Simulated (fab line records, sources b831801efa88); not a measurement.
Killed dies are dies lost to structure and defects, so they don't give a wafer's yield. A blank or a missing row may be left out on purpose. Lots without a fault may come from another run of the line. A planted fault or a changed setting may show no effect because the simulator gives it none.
Chamber matching | flow gf180mcu | GF_V1_CMP_26 on cmp-01: 4 sister chambers
The step polishes, stops on SiO2, t overpolish 15 s, target thk 0 nm. 4 wafers are shown with their chamber, then 8 later ones without.

WAFERS WITH THEIR CHAMBER
wafer  | chamber | motor_current_A (A)
L116.1 | 3       | 9.2
L124.3 | 0       | 12.5
L124.6 | 1       | 9.5
L125.2 | 2       | 10.7

WAFERS WITHOUT THEIR CHAMBER
wafer  | motor_current_A (A)
L125.4 | 10.0
L125.5 | 9.5
L131.2 | 12.7
L131.3 | 9.7
L131.4 | 10.0
L133.1 | 9.9
L133.2 | 12.6
L133.3 | 10.5

WHICH CHAMBER EACH WENT THROUGH
wafer  | from the rows above          | in truth
L125.4 | can't be placed: 1 or 2 or 3 | 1
L125.5 | can't be placed: 1 or 3      | 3
L131.2 | 0                            | 0
L131.3 | can't be placed: 1 or 3      | 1
L131.4 | can't be placed: 1 or 2 or 3 | 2
L133.1 | can't be placed: 1 or 3 or 2 | 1
L133.2 | 0                            | 0
L133.3 | 2                            | 2
Placed correctly: 3 of 8. Can't be placed from these rows: 5 (the true chamber is among the candidates in 5). Placed wrongly: 0.
How it was worked out, from the rows above alone: a wafer's distance from a chamber is the root of the sum, over the readings, of the square of ((its reading less the chamber's mean) divided by the reading's scatter). The wafer belongs to the nearest chamber; if the next one is less than 2 further off, it can't be placed. A chamber's mean is the mean of its shown wafers. The scatter: with one shown wafer a chamber, the root of the mean of the squares of how far each hidden wafer lies from its nearest shown one.
